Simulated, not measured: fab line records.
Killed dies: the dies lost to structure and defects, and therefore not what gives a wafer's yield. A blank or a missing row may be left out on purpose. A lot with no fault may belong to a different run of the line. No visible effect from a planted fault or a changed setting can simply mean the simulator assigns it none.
A struck lot beside a sound one -- flow sky130 -- 16 steps out of a route of 708
Sound: these wafers, L771.2, L771.4, L771.5. Struck: wafer L784.5 (L784.1, L784.3, from the same lot, were not struck and are left out); the cause is given at the end.
At each step with rows: each side's tool, then ch and its chambers, then its first start. Under that, the readings that differ: sound wafers -- struck wafers -- difference of the means -- sigmas: that difference in standard deviations of wafers without a fault.
alike: same words and numbers on both sides, and readings whose means sit less than 2 such deviations apart. not compared: any withheld reading, any reading some wafer has no value for, any bound like >300 that may hide the same value, and any number with overlapping values for which the record gives no deviation.
Wherever a step has rows on one side only, a row that says differs or no value, or a row with sigmas, the two part there. Numbers that don't overlap but have no deviation are shown without sigmas and don't part them. A reading that every wafer of one side lacks parts them only if that side has two wafers or more.

first, 3 steps without rows for these wafers: SKY_METAL1_EXPOSE_12 (exposes mask MM1, target cd 140 nm); SKY_METAL1_PEB_13; SKY_METAL1_DEVELOP_14 (develop time 60 s).
SKY_METAL1_CD_MEAS_15: target cd 140 nm.
  sound on cdSem-02, day 33 08:56; struck on cdSem-01, day 36 22:19
  alike: cdNm
SKY_METAL1_OVL_MEAS_16:
  sound on overlay-01, day 33 09:02; struck on overlay-01, day 36 22:26
  alike: METAL1_OVL
SKY_METAL1_DESCUM_17: chemistry O2, time 8 s.
  sound on rieMetal-01 ch 0,1, day 33 09:04; struck on rieMetal-01 ch 1, day 36 22:28
  alike: chamberPressureMTorr, drypumpMotorCurrentA, oesProductAu
  not compared: rfHoursCounterH
SKY_METAL1_ETCH_18: etches BARC in N2/H2, stops on SiO2, time 45.9 s, target depth 60 nm.
  sound on rieMetal-01 ch 0,1, day 33 09:06; struck on rieMetal-01 ch 1, day 36 22:30
reading,sound,struck,difference,sigmas
chamberPressureMTorr (mTorr),29.965 30.029 29.982,30.067,+0.075,+3
  alike: drypumpMotorCurrentA, h2FlowSccm, oesProductAu, throttleValvePct
  not compared: rfHoursCounterH
SKY_METAL1_METAL_ETCH_19: etches the open film in Cl2/BCl3, stops on SiO2, target depth 360 nm, time 78 s.
  sound on rieMetal-01 ch 0,1, day 33 09:10; struck on rieMetal-01 ch 1, day 36 22:34
reading,sound,struck,difference,sigmas
chamberPressureMTorr (mTorr),9.996 9.997 10.022,9.986,-0.019,-2
  alike: drypumpMotorCurrentA, oesProductAu, throttleValvePct
  not compared: rfHoursCounterH
SKY_METAL1_STRIP_20: strips in O2/N2.
  sound on plasmaAsher-03 ch 0, day 33 09:15; struck on plasmaAsher-04 ch 1, day 36 22:39
reading,sound,struck,difference,sigmas
drypumpMotorCurrentA (A),6.2 6.3 6.3,5.2,-1.1,-2
  alike: chamberPressureMTorr, oesProductAu, stripTimeToEndpointS
  not compared: rfHoursCounterH
then, 3 steps without rows for these wafers: SKY_METAL1_STRIP_21 (strips in post etch residue remover, time 1200 s); SKY_METAL1_CLEAN_22 (cleans in IPA, time 180 s); SKY_METAL1_CLEAN_23 (cleans in O3/DIW).
SKY_VIA1_HDPCVD_00: deposits SiO2, target thk 1030 nm, time 171.7 s.
  sound on hdpcvd-02 ch 0,2, day 33 09:50; struck on hdpcvd-02 ch 2, day 36 23:14
reading,sound,struck,difference,sigmas
model.SiO2_of_VIA1_HDPCVD_00.thkNm (nm),1057 1046 1053,379.4,-672.6,
SKY_VIA1_THK_MEAS_01:
  sound on filmMetro-02, day 33 09:58; struck on filmMetro-01, day 36 23:22
reading,sound,struck,difference,sigmas
VIA1_HDPCVD_THK (nm),1056 1047 1052,379,-673,-56
SKY_VIA1_CMP_02: polishes SiO2.
  sound on cmp-02 ch 1,3, day 33 10:01; struck on cmp-02 ch 2, day 36 23:28
  alike: motorCurrentA
-- the record jumps here: 12 days lie between the struck wafers' starts before and after (it left off in module VIA1 and takes up again in module PAD_OPEN, whose first step shown is number 708 of the route) --
SKY_PAD_OPEN_PROBE_99:
  sound on prober-02, day 46 09:19; struck on prober-01, day 49 01:54
reading,sound,struck,difference,sigmas
model.etest.met2Comb.leakLog10AUm,-12.06 -12.11 -11.99,-7.074,+4.979,

== WHERE THEY PART ==
Earliest at SKY_METAL1_ETCH_18; latest, in this record, at SKY_VIA1_THK_MEAS_01. Later steps at which nothing parts them and some readings are alike: SKY_VIA1_CMP_02.

WHY: what had been put in by the simulator
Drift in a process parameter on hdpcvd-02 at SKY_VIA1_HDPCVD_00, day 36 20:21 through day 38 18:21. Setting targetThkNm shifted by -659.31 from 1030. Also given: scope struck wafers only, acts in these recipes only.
